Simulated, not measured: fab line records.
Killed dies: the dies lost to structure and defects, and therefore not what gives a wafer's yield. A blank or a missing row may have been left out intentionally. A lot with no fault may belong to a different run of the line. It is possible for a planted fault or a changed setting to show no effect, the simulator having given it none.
One fault seen from 2 desks | flow gf180mcu | each desk holds nothing but its own numbers, with what lay behind them at the end

TOOL OWNER'S DESK, iline-stepper-02
The tool's own readings at GF_HV_LDD_EXPOSE_04 (exposes mask Nplus LV AREA, target cd 400 nm): means of the sampled wafers that have a number, for each lot that ran on this tool. Any lot whose mean is over 4 standard deviations away from the usual mean is out of limits and marked OUT; that distance is given in the brackets.
Columns: A = exposure-dose-mJ-cm2 at GF_HV_LDD_EXPOSE_04, usual 139.97; B = focus-offset-nm at GF_HV_LDD_EXPOSE_04, usual 0.1 nm
lot  | first seen here | A                        | B
L806 | day 10 03:32    | 139.76                   | -0.7
L807 | day 10 13:43    | 139.86                   | -0.2
L811 | day 11 18:51    | 139.97                   | 0.6
L814 | day 12 18:28    | 140.02                   | -0.4
L815 | day 12 22:50    | 140.00                   | 0.2
L816 | day 13 07:17    | 139.94                   | 0.2
L817 | day 13 13:01    | 139.81                   | 0.1
L818 | day 13 20:34    | 139.94                   | 0.1
L819 | day 14 06:11    | 122.80 (-99 or more) OUT | 0.4
L822 | day 15 02:31    | 126.17 (-99) OUT         | 0.2
L823 | day 15 06:10    | 126.08 (-99 or more) OUT | 0.7
L824 | day 15 15:15    | 129.03 (-78) OUT         | -0.3
This desk's verdict: out of limits on L819, L822, L823, L824, starting with L819 at day 14 06:11 (exposure-dose-mJ-cm2 at GF_HV_LDD_EXPOSE_04). Within limits: L806, L807, L811, L814, L815, L816, L817, L818.

AT THE METROLOGY DESK
Lot by lot, what the gauges showed, no matter which tool ran the lot: averages of those sampled wafers that carry a number. Any lot whose mean is over 4 standard deviations away from the usual mean is out of limits and marked OUT; that distance is given in the brackets.
Columns: A = cd-nm at GF_HV_LDD_CD_MEAS_07, usual 399.2 nm; B = SALICIDE_TIN_RS at GF_SALICIDE_RS_MEAS_04, usual 16.34 ohm/sq; C = SALICIDE_TIN_THK at GF_SALICIDE_THK_MEAS_05, usual 19.89 nm
lot  | first seen here | A                | B     | C
L806 | day 10 12:33    | 398.5            | 16.33 | 20.15
L807 | day 10 22:44    | 397.8            | 16.32 | 20.01
L808 | day 11 04:25    | 397.4            | 16.34 | 20.33
L810 | day 11 19:05    | 393.2            | 16.75 | 19.82
L811 | day 12 04:41    | 401.0            | 16.32 | 20.03
L814 | day 13 04:07    | 400.0            | 16.12 | 19.78
L815 | day 13 08:23    | 397.6            | 16.67 | 20.05
L816 | day 13 17:17    | 401.7            | 16.59 | 20.02
L817 | day 13 23:40    | 400.2            | 16.00 | 19.62
L818 | day 14 06:07    | 400.2            | 16.42 | 19.92
L819 | day 14 16:35    | 359.8 (-16) OUT  | 16.54 | 19.67
L822 | day 15 13:14    | 369.3 (-12) OUT  | 16.15 | 19.63
L823 | day 15 17:07    | 371.1 (-12) OUT  | 16.26 | 19.72
L824 | day 16 02:20    | 377.0 (-9.3) OUT | 16.34 | 19.81
This desk's verdict: out of limits on L819, L822, L823, L824, starting with L819 at day 14 16:35 (cd-nm at GF_HV_LDD_CD_MEAS_07). Within limits: L806, L807, L808, L810, L811, L814, L815, L816, L817, L818.

PUT TOGETHER
An alarm could have come from the tool owner's desk at day 14 06:11, on L819, L822, L823, L824.
On L819, L822, L823, L824, the metrology desk was in a position to raise an alarm at day 14 16:35.
Every lot named ran GF_HV_LDD_EXPOSE_04 on iline-stepper-02.

WHAT THE SIMULATOR HAD PUT IN
Process parameters drifting: iline-stepper-02 at GF_HV_LDD_EXPOSE_04, beginning at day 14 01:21. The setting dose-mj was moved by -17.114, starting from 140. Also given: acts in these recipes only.
Lots struck among those shown: L819, L822, L823, L824.
Delay (hours) between the fault's onset and each desk's first out-of-limits reading: 5 at the tool owner's desk, 15 at the metrology desk.
